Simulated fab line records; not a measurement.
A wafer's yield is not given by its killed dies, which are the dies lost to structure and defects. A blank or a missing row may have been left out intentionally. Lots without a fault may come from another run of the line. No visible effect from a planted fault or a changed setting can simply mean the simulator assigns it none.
The tool behind it: which one? ; flow sfq-line ; 14 lots, 42 wafers sampled, at 3 steps of a route of 325

== WHAT THE GAUGES SHOWED, per wafer ==
No reading from a measuring or inspecting step in the record can be judged against a usual standard deviation.

== WHICH TOOL RAN EACH LOT (tool, then ch and the chambers of the sampled wafers, then the start) ==
lot;SFQ_TRILAYER_I0_CMP_CMP_028;SFQ_TRILAYER_I0_METRO_MEASURE_029;SFQ_TRILAYER_I0_VIA_ETCH_VIA_ETCH_034
L949;cmp-02 ch 1,2, day 12 04:40;film-metro-04, day 12 07:17;rie-diel-01 ch 1,2,3, day 17 16:10
L952;cmp-02 ch 1,3, day 13 09:06;film-metro-04, day 13 11:43;rie-diel-01 ch 1,2, day 19 00:42
L953;cmp-02 ch 0,1,2, day 13 15:06;film-metro-03, day 13 17:43;rie-diel-01 ch 1,2,3, day 19 11:30
L954;cmp-02 ch 0,3, day 14 06:37;film-metro-02, day 14 09:14;rie-diel-01 ch 0,2, day 20 08:57
L955;cmp-02 ch 0,1,2, day 14 14:31;film-metro-03, day 14 18:02;rie-diel-01 ch 0,1,2, day 20 19:37
L956;cmp-01 ch 2,3, day 15 06:15;film-metro-04, day 15 09:22;rie-diel-01 ch 0,1,3, day 21 11:13
L957;cmp-01 ch 1,2,3, day 15 15:44;film-metro-04, day 15 17:57;rie-diel-01 ch 2,3, day 21 21:12
L962;cmp-02 ch 0,2,3, day 17 00:51;film-metro-02, day 17 03:58;rie-diel-01 ch 0,1,2, day 23 15:12
L964;cmp-01 ch 0,1, day 17 15:54;film-metro-02, day 17 18:31;rie-diel-04 ch 0,1,3, day 23 17:36
L965;cmp-01 ch 1,2,3, day 18 01:37;film-metro-04, day 18 04:44;rie-diel-03 ch 0,1,2, day 24 17:57
L968;cmp-02 ch 1,2,3, day 19 18:35;film-metro-04, day 19 21:12;rie-diel-04 ch 1,2,3, day 26 09:41
L969;cmp-02 ch 0,1,2, day 20 06:18;film-metro-04, day 20 08:49;rie-diel-04 ch 2,3, day 26 22:29
L970;cmp-01 ch 0,2,3, day 20 14:25;film-metro-03, day 20 16:44;rie-diel-03 ch 0,2,3, day 27 05:41
L971;cmp-02 ch 1,2, day 20 21:06;film-metro-04, day 21 00:19;rie-diel-04 ch 0,1, day 27 12:53
- SFQ_TRILAYER_I0_CMP_CMP_028: polishes SiO2.
- SFQ_TRILAYER_I0_METRO_MEASURE_029
- SFQ_TRILAYER_I0_VIA_ETCH_VIA_ETCH_034: etches SiO2 in CHF3, stops on Nb, target depth 260 nm.

== WHAT THE TOOLS THEMSELVES READ (means of the sampled wafers that have a number; where no wafer has one, the mark that the record gives instead) ==
SFQ_TRILAYER_I0_CMP_CMP_028.
lot;tool;motor-current-A (A);time-to-endpoint-s (s)
L949;cmp-02;11.2;222
L952;cmp-02;10.2;215
L953;cmp-02;10.7;220
L954;cmp-02;9.1;282
L955;cmp-02;10.6;281
L956;cmp-01;10.5;223
L957;cmp-01;10.4;224
L962;cmp-02;9.6;213
L964;cmp-01;9.8;216
L965;cmp-01;10.4;216
L968;cmp-02;10.8;214
L969;cmp-02;10.7;220
L970;cmp-01;10.4;224
L971;cmp-02;11.5;217

SFQ_TRILAYER_I0_METRO_MEASURE_029.
lot;tool;thk-nm (nm)
L949;film-metro-04;197.3
L952;film-metro-04;198.3
L953;film-metro-03;197.1
L954;film-metro-02;304.9
L955;film-metro-03;304.3
L956;film-metro-04;199.1
L957;film-metro-04;199.9
L962;film-metro-02;197.4
L964;film-metro-02;198.8
L965;film-metro-04;198.8
L968;film-metro-04;198.1
L969;film-metro-04;198.0
L970;film-metro-03;198.9
L971;film-metro-04;197.8

SFQ_TRILAYER_I0_VIA_ETCH_VIA_ETCH_034.
lot;tool;drypump-motor-current-A (A);oes-product-au (a.u.)
L949;rie-diel-01;5.8;0.848
L952;rie-diel-01;6.1;0.852
L953;rie-diel-01;5.8;0.847
L954;rie-diel-01;5.7;1.002
L955;rie-diel-01;5.8;1.003
L956;rie-diel-01;5.5;0.856
L957;rie-diel-01;5.9;0.854
L962;rie-diel-01;5.9;0.850
L964;rie-diel-04;5.6;0.854
L965;rie-diel-03;6.1;0.853
L968;rie-diel-04;5.7;0.852
L969;rie-diel-04;5.8;0.848
L970;rie-diel-03;6.4;0.848
L971;rie-diel-04;5.5;0.854

== THE ANSWER, worked out from the rows above alone ==
Rule: usual is defined by the lots themselves. The widest of any qualifying gaps counts: lots, ordered by their means at a reading, are off when they make up no more than a third of the lots, leave a main group of 4 or more, and stand apart from it by 3 or more times the standard deviation of that group's means. If all means in a main group match to the digits the tables above print for the reading, that group is not used. Also off: a lot with no number at a reading for which 4 or more lots have one. The other lots that the step has rows for count as sound. The gauges are gone through in route order, then the tools' own readings, and for those a lot's mean is taken as printed above. The first step at which some lot is off is used, and at that step the reading that is off furthest; a lot without a number counts as furthest.
Off: L954, L955, at SFQ_TRILAYER_I0_CMP_CMP_028 (time-to-endpoint-s). Mean 219 s and standard deviation 3.8 in the main group.
A tool fits if, at that step or a process step before it, it ran every lot that is off, and no sound lot after the first of them. Not one of the candidates tried fits.

== WHAT WAS PUT IN BY THE SIMULATOR ==
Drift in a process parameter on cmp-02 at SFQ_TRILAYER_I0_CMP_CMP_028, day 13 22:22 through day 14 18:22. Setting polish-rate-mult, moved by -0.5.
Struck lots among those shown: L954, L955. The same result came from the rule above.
